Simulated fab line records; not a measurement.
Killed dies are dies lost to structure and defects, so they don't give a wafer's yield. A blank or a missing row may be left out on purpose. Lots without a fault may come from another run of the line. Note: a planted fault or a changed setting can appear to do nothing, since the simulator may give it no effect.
A sampling plan put to the test :: flow sky130 :: one line in one fab, 16 faults in these records, each fault weighed on the records of the lots it struck
What counts as the plan is the set of the line's own looks, namely the steps on the route at which a gauge or an inspection reads a wafer and does not change it. A look can be judged if struck wafers have a number there and the file gives its usual mean and standard deviation on fault-free wafers. Caught: a look later than the fault's first step finds the struck wafers' mean 4 or more of those standard deviations (sigma) from the usual mean. On the tool: the fault's steps, tested the same way using the tool's own readings. It also counts as caught if the struck wafers ran another recipe or if their record alone is blank.

== THE FAULTS, as the simulator had put them in ==
1. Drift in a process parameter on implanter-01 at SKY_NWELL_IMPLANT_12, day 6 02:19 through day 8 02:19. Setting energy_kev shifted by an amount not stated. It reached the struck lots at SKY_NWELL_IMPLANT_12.
2. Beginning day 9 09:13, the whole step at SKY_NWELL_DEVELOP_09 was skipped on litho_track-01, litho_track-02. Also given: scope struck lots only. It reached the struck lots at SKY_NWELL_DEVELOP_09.
3. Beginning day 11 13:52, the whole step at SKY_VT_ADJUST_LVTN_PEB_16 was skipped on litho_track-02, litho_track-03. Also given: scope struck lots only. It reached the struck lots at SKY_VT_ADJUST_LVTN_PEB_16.
4. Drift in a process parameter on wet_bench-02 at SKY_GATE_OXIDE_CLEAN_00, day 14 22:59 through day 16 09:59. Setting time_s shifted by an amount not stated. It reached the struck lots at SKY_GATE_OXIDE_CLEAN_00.
5. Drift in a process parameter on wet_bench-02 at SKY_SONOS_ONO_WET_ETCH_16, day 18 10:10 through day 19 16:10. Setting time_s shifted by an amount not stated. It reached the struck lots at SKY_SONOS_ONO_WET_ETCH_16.
6. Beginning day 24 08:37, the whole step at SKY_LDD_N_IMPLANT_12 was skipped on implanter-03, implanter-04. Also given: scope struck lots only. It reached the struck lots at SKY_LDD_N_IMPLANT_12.
7. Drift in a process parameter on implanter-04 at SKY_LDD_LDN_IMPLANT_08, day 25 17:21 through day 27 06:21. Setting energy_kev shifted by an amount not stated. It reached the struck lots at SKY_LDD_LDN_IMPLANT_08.
8. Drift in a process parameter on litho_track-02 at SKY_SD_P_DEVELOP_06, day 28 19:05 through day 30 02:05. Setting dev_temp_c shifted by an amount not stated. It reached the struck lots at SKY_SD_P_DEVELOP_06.
9. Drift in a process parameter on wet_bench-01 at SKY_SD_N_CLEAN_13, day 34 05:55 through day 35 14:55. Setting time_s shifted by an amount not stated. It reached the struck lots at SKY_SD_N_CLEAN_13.
10. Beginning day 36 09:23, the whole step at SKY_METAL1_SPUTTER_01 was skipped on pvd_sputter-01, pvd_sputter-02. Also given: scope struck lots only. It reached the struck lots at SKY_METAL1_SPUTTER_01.
11. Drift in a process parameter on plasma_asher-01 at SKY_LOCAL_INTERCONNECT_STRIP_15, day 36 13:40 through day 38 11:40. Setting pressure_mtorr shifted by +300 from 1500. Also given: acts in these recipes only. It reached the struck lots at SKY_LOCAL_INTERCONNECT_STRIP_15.
12. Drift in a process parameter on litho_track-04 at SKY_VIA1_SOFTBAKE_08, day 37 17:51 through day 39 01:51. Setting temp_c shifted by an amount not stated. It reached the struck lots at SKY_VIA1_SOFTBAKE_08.
13. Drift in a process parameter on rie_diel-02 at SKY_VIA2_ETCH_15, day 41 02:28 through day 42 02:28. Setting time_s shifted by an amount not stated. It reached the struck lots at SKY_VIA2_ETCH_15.
14. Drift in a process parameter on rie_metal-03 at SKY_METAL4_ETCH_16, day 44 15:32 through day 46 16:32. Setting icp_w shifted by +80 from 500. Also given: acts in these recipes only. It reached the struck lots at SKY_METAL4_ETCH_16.
15. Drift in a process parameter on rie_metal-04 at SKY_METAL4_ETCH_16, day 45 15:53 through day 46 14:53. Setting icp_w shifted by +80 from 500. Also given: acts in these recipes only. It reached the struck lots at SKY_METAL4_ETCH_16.
16. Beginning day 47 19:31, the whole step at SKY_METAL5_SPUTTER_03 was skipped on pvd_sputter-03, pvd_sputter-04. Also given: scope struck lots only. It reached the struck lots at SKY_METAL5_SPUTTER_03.

== WHAT THE PLAN SAW ==
fault: 1
on the tool itself: beam_energy_keV +80 sigma
first look that catches it: no look after it can be judged
reading, sigma: -
median hours from its first step to that look: -
hours from the fault's start to the first struck lot there: -
judged looks passed uncaught: 0

fault: 2
on the tool itself: the tool's record is blank for the struck wafers
first look that catches it: not the one look that can be judged after it
reading, sigma: -
median hours from its first step to that look: -
hours from the fault's start to the first struck lot there: -
judged looks passed uncaught: 1

fault: 3
on the tool itself: no reading that can be judged
first look that catches it: none of the 2 looks that can be judged after it
reading, sigma: -
median hours from its first step to that look: -
hours from the fault's start to the first struck lot there: -
judged looks passed uncaught: 2

fault: 4
on the tool itself: run_length_s -34 sigma
first look that catches it: no look after it can be judged
reading, sigma: -
median hours from its first step to that look: -
hours from the fault's start to the first struck lot there: -
judged looks passed uncaught: 0

fault: 5
on the tool itself: run_length_s -17 sigma
first look that catches it: no look after it can be judged
reading, sigma: -
median hours from its first step to that look: -
hours from the fault's start to the first struck lot there: -
judged looks passed uncaught: 0

fault: 6
on the tool itself: the tool's record is blank for the struck wafers
first look that catches it: no look after it can be judged
reading, sigma: -
median hours from its first step to that look: -
hours from the fault's start to the first struck lot there: -
judged looks passed uncaught: 0

fault: 7
on the tool itself: beam_energy_keV +99 or beyond sigma
first look that catches it: not the one look that can be judged after it
reading, sigma: -
median hours from its first step to that look: -
hours from the fault's start to the first struck lot there: -
judged looks passed uncaught: 1

fault: 8
on the tool itself: developer_temp_C +5.7 sigma
first look that catches it: no look after it can be judged
reading, sigma: -
median hours from its first step to that look: -
hours from the fault's start to the first struck lot there: -
judged looks passed uncaught: 0

fault: 9
on the tool itself: run_length_s -26 sigma
first look that catches it: no look after it can be judged
reading, sigma: -
median hours from its first step to that look: -
hours from the fault's start to the first struck lot there: -
judged looks passed uncaught: 0

fault: 10
on the tool itself: the tool's record is blank for the struck wafers
first look that catches it: no look after it can be judged
reading, sigma: -
median hours from its first step to that look: -
hours from the fault's start to the first struck lot there: -
judged looks passed uncaught: 0

fault: 11
on the tool itself: chamber_pressure_mTorr +99 or beyond sigma
first look that catches it: no look after it can be judged
reading, sigma: -
median hours from its first step to that look: -
hours from the fault's start to the first struck lot there: -
judged looks passed uncaught: 0

fault: 12
on the tool itself: heater_power_total_W +7.6 sigma
first look that catches it: none of the 2 looks that can be judged after it
reading, sigma: -
median hours from its first step to that look: -
hours from the fault's start to the first struck lot there: -
judged looks passed uncaught: 2

fault: 13
on the tool itself: run_length_s +6.8 sigma
first look that catches it: no look after it can be judged
reading, sigma: -
median hours from its first step to that look: -
hours from the fault's start to the first struck lot there: -
judged looks passed uncaught: 0

fault: 14
on the tool itself: rf_fwd_power_W +47 sigma
first look that catches it: no look after it can be judged
reading, sigma: -
median hours from its first step to that look: -
hours from the fault's start to the first struck lot there: -
judged looks passed uncaught: 0

fault: 15
on the tool itself: rf_fwd_power_W +46 sigma
first look that catches it: no look after it can be judged
reading, sigma: -
median hours from its first step to that look: -
hours from the fault's start to the first struck lot there: -
judged looks passed uncaught: 0

fault: 16
on the tool itself: the tool's record is blank for the struck wafers
first look that catches it: no look after it can be judged
reading, sigma: -
median hours from its first step to that look: -
hours from the fault's start to the first struck lot there: -
judged looks passed uncaught: 0
A dash: the fault isn't caught, or these records don't give the number.

Caught at a look: 0 of 16. Caught on the tool: 15 of 16. By one or the other: 15 of 16.
On the tool alone, faults 1, 2, 4, 5, 6, 7, 8, 9, 10, 11, 12, 13, 14, 15, 16 were caught.
Caught by neither: fault 3.
